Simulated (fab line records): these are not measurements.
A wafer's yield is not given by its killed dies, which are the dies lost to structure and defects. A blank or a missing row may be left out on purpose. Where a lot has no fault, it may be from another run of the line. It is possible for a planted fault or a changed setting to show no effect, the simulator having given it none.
Check of tool commonality -- flow sky130 -- 11 lots, 33 wafers sampled

== WHY IT WAS OPENED ==
SKY_LDD_HVN_TW_MEAS_10, reading LDD_HVN_TW: flagged on 4 of 11 lots. Wafers without a fault read 1437, standard deviation 15.
Rule: flag the lot when none of its wafers has a number, or when each of its wafers that has one lies beyond 4 standard deviations from that mean. As for the other lots, they are considered sound.

lot,measured,on,"LDD_HVN_TW, wafer by wafer",flag
L866,day 20 08:59,film metro-04,1444 1437 1437,
L867,day 20 20:56,film metro-04,1442 1441 1444,
L868,day 21 13:04,film metro-04,1448 1448 1454,
L871,day 22 11:46,film metro-02,1428 1436 1437,
L872,day 23 12:26,film metro-04,1457 1450 1444,
L873,day 23 13:10,film metro-01,1422 1426 1422,
L874,day 23 17:44,film metro-01,1421 1432 1425,
L875,day 24 01:07,film metro-01,1888 1889 1899,FLAGGED
L876,day 24 11:04,film metro-02,1915 1914 1918,FLAGGED
L877,day 24 15:28,film metro-01,1891 1887 1887,FLAGGED
L878,day 25 02:22,film metro-01,1885 1888 1889,FLAGGED
On average the flagged lots' numbers are 1896, which is +459 against the usual, or +31 standard deviations.

== WHICH TOOL EACH LOT WENT THROUGH ==
The record keeps 1 process step preceding the reading, out of 708 steps on the route. Each cell gives the tool, then ch followed by the chambers the sampled wafers passed through, then the start.
lot,flag,SKY_LDD_HVN_IMPLANT_08
L866,,"implanter-02 ch 0, day 20 08:45"
L867,,"implanter-02 ch 0, day 20 20:41"
L868,,"implanter-01 ch 0, day 21 12:49"
L871,,"implanter-02 ch 0, day 22 11:32"
L872,,"implanter-01 ch 0, day 23 12:11"
L873,,"implanter-02 ch 0, day 23 12:55"
L874,,"implanter-02 ch 0, day 23 17:29"
L875,FLAGGED,"implanter-03 ch 0, day 24 00:53"
L876,FLAGGED,"implanter-01 ch 0, day 24 10:49"
L877,FLAGGED,"implanter-01 ch 0, day 24 15:14"
L878,FLAGGED,"implanter-01 ch 0, day 25 02:08"
What the steps here do:
- SKY_LDD_HVN_IMPLANT_08
- SKY_LDD_HVN_TW_MEAS_10

== FLAGGED OVER TOTAL, TOOL BY TOOL (the gauges that took the reading come last) ==
step,tool,lots run,flagged,share of the flagged lots,sound lots run after its first flagged lot
SKY_LDD_HVN_IMPLANT_08,implanter-01,5,3,some,0
SKY_LDD_HVN_IMPLANT_08,implanter-02,5,0,none,-
SKY_LDD_HVN_IMPLANT_08,implanter-03,1,1,some,0
SKY_LDD_HVN_TW_MEAS_10,film metro-01,5,3,some,0
SKY_LDD_HVN_TW_MEAS_10,film metro-02,2,1,some,0
SKY_LDD_HVN_TW_MEAS_10,film metro-04,4,0,none,-

== THE TABLE: WHAT IT ALLOWS ==
No row of the table ran every flagged lot.

== WHAT HAD BEEN PUT IN BY THE SIMULATOR ==
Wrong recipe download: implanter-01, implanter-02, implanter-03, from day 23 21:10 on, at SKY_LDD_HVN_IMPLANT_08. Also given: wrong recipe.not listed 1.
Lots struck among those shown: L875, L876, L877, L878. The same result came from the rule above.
